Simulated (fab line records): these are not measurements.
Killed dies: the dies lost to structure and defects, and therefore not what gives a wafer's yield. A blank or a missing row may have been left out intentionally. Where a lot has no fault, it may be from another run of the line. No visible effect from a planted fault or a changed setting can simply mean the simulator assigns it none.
Which of the tools did it? | flow sfqLine | route of 325 steps, sampled at 1 step: 14 lots, 42 wafers

## WHAT THE GAUGES READ, wafer by wafer
SFQ_INCOMING_BOW_MEAS_900. Usual: INCOMING_BOW typically reads 0 um, with standard deviation 6.1.
lot  | measured    | on           | INCOMING_BOW (um) | flag
L248 | day 1 10:01 | filmMetro-01 | -2 0 -8           | 
L249 | day 1 15:02 | filmMetro-03 | -6 -8 8           | 
L250 | day 1 20:00 | filmMetro-02 | 7 1 -5            | 
L251 | day 2 01:04 | filmMetro-01 | -6 7 -2           | 
L252 | day 2 06:00 | filmMetro-01 | 0 -3 -7           | 
L256 | day 3 02:00 | filmMetro-01 | -11 -4 -14        | 
L257 | day 3 07:01 | filmMetro-01 | -7 0 -9           | 
L262 | day 4 08:00 | filmMetro-01 | 11 9 11           | 
L263 | day 4 13:01 | filmMetro-02 | -2 -5 -3          | 
L266 | day 5 04:00 | filmMetro-02 | 2 1 0             | 
L267 | day 5 09:01 | filmMetro-02 | -10 -6 -7         | 
L268 | day 5 14:01 | filmMetro-01 | 1 -6 -2           | 
L269 | day 5 19:01 | filmMetro-02 | -5 -5 3           | 
L270 | day 6 00:00 | filmMetro-02 | 0 8 -7            | 

## TOOL THAT RAN EACH LOT (tool first, then ch and the chambers of the sampled wafers, then the start)
Before these readings, the record contains no process step.

## WHAT THE TOOLS THEMSELVES READ (means of the sampled wafers that have a number; where no wafer has one, the mark that the record gives instead)
The record holds no such reading with a usual standard deviation.

## THE ANSWER, worked out from the rows above alone
Rule: a lot is off if the mean of its wafers that have a number lies more than 3 standard deviations from the usual mean. Also off: a lot with no number at a reading for which 4 or more lots have one. All remaining lots with rows at the step are treated as sound. Order of review: gauges by route order, followed by the tools' own readings, for which a lot's mean as printed above is used. The first step at which some lot is off is used, and at that step the reading that is off furthest; a lot without a number counts as furthest.
None of the lots is off at any reading shown; this tells nothing.

## WHAT THE SIMULATOR HAD PUT IN
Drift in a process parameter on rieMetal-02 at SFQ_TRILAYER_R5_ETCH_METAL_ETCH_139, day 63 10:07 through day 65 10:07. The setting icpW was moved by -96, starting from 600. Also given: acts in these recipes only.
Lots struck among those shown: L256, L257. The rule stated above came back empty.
